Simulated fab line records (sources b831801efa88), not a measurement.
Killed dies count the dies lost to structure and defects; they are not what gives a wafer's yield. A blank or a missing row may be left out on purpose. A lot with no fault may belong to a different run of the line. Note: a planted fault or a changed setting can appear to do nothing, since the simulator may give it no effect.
What tool caused it? | flow sky130 | 30 wafers from 10 lots sampled at 5 of the route's 708 steps

WHAT THE GAUGES SHOWED, per wafer
SKY_SONOS_TUNNEL_CD_MEAS_07: the cd target is 410 nm.
lot  | measured     | on       | cdNm (nm)
L503 | day 11 03:29 | cdSem-01 | 410.6 411.2 411.0
L505 | day 11 21:22 | cdSem-01 | 413.0 410.6 412.3
L506 | day 12 05:10 | cdSem-02 | 408.2 408.4 408.2
L508 | day 12 21:34 | cdSem-01 | 406.8 406.7 407.5
L509 | day 13 04:18 | cdSem-01 | 409.9 412.4 409.1
L516 | day 15 12:13 | cdSem-02 | 407.7 407.2 405.6
L523 | day 18 05:20 | cdSem-01 | 411.4 411.1 411.3
L524 | day 18 05:51 | cdSem-02 | 414.7 412.7 413.7
L525 | day 18 17:39 | cdSem-01 | 410.1 407.8 407.5
L526 | day 18 22:57 | cdSem-01 | 408.2 408.3 409.3

SKY_SONOS_ONO_THK_MEAS_03.
lot  | measured     | on           | SONOS_ONO_CVD_02_THK (nm)
L503 | day 11 17:07 | filmMetro-04 | 10.55 10.72 10.50
L505 | day 12 08:03 | filmMetro-02 | 10.66 10.60 10.77
L506 | day 12 14:07 | filmMetro-04 | 10.55 10.41 10.46
L508 | day 13 06:02 | filmMetro-02 | 10.51 10.62 10.52
L509 | day 13 12:05 | filmMetro-03 | 10.62 10.59 10.63
L516 | day 15 17:53 | filmMetro-02 | 10.67 10.73 10.81
L523 | day 18 09:40 | filmMetro-02 | 10.58 10.55 10.63
L524 | day 18 10:43 | filmMetro-02 | 10.71 10.53 10.65
L525 | day 18 21:52 | filmMetro-03 | 10.60 10.58 10.63
L526 | day 19 03:16 | filmMetro-02 | 10.48 10.45 10.60

SKY_SONOS_ONO_OVL_MEAS_14.
lot  | measured     | on         | SONOS_ONO_OVL (nm)
L503 | day 12 18:01 | overlay-02 | -1.8 -1.0 -0.6
L505 | day 13 10:04 | overlay-01 | 0.1 -0.5 -2.0
L506 | day 13 15:58 | overlay-02 | -3.0 -1.3 -0.2
L508 | day 14 08:29 | overlay-02 | 2.0 1.3 1.8
L509 | day 14 14:04 | overlay-02 | 0.8 -0.1 -1.5
L516 | day 16 23:31 | overlay-02 | 0.9 0.9 -1.4
L523 | day 19 17:14 | overlay-01 | -2.8 -2.7 -1.6
L524 | day 19 19:07 | overlay-01 | -1.0 -3.2 -3.2
L525 | day 20 05:57 | overlay-01 | -0.4 -1.7 -0.8
L526 | day 20 11:58 | overlay-01 | -3.1 -2.1 -3.3

SKY_POLY_GATE_THK_MEAS_04.
lot  | measured     | on           | POLY_GATE_CVD_03_THK (nm)
L503 | day 15 05:07 | filmMetro-04 | 75.8 75.8 75.8
L505 | day 15 21:02 | filmMetro-04 | 76.5 75.8 76.5
L506 | day 16 05:40 | filmMetro-01 | 76.8 76.5 76.5
L508 | day 16 21:04 | filmMetro-03 | 54.1 54.4 53.9
L509 | day 17 08:07 | filmMetro-03 | 52.6 53.1 52.4
L516 | day 19 19:23 | filmMetro-04 | 75.1 74.3 75.1
L523 | day 22 14:58 | filmMetro-03 | 76.3 76.6 76.3
L524 | day 22 16:29 | filmMetro-03 | 75.7 76.1 76.1
L525 | day 23 02:22 | filmMetro-03 | 77.0 76.6 76.6
L526 | day 23 06:59 | filmMetro-01 | 76.2 75.6 75.9

WHAT TOOL EACH LOT RAN ON (gives the tool, then ch and the chambers of the sampled wafers, and finally the start)
lot  | SKY_POLY_GATE_CVD_03
L503 | lpcvd-02 ch 0, day 15 03:42
L505 | lpcvd-02 ch 1, day 15 19:40
L506 | lpcvd-02 ch 1, day 16 04:18
L508 | lpcvd-02 ch 0, day 16 19:42
L509 | lpcvd-02 ch 0, day 17 06:46
L516 | lpcvd-02 ch 1, day 19 18:01
L523 | lpcvd-02 ch 1, day 22 13:35
L524 | lpcvd-02 ch 0, day 22 15:06
L525 | lpcvd-02 ch 1, day 23 00:59
L526 | lpcvd-02 ch 1, day 23 05:38
- SKY_POLY_GATE_CVD_03: deposits Si3N4 from DCS/NH3, target thk 75 nm, time 1290 s.

WHAT THE TOOLS THEMSELVES READ (means of the sampled wafers that have a number; where no wafer has one, the mark that the record gives instead)
SKY_POLY_GATE_CVD_03.
lot  | tool     | spikeTcLowerC (C) | zonePowerUpperPct (%)
L503 | lpcvd-02 | 768.1             | 13.9
L505 | lpcvd-02 | 771.2             | 13.0
L506 | lpcvd-02 | 770.8             | 12.9
L508 | lpcvd-02 | 768.4             | 13.9
L509 | lpcvd-02 | 770.0             | 14.0
L516 | lpcvd-02 | 771.5             | 13.0
L523 | lpcvd-02 | 770.9             | 12.8
L524 | lpcvd-02 | 769.7             | 14.0
L525 | lpcvd-02 | 770.5             | 13.1
L526 | lpcvd-02 | 771.1             | 13.0

THE ANSWER, worked out from the rows above alone
Rule: the lots themselves supply what counts as usual. The widest of any qualifying gaps counts: lots, ordered by their means at a reading, are off when they make up no more than a third of the lots, leave a main group of 4 or more, and stand apart from it by 3 or more times the standard deviation of that group's means. The tables above print the reading to a certain number of digits; a main group whose means all agree to those digits is not used. A lot without any number at a reading at which 4 lots or more have one is off too. The other lots that the step has rows for count as sound. The gauges are gone through in route order, then the tools' own readings, and for those a lot's mean is taken as printed above. The first step at which some lot is off is used, and at that step the reading that is off furthest; a lot without a number counts as furthest.
Off: L508, L509, at SKY_POLY_GATE_THK_MEAS_04 (POLY_GATE_CVD_03_THK). Main group: mean 76.1 nm, sd 0.56.
A tool fits if, at a process step before that reading, it ran every lot that is off, and no sound lot after the first of them. Those tools and the gauges at SKY_POLY_GATE_THK_MEAS_04 are tried in the same way. None of those tried fits.

WHAT THE SIMULATOR PUT IN
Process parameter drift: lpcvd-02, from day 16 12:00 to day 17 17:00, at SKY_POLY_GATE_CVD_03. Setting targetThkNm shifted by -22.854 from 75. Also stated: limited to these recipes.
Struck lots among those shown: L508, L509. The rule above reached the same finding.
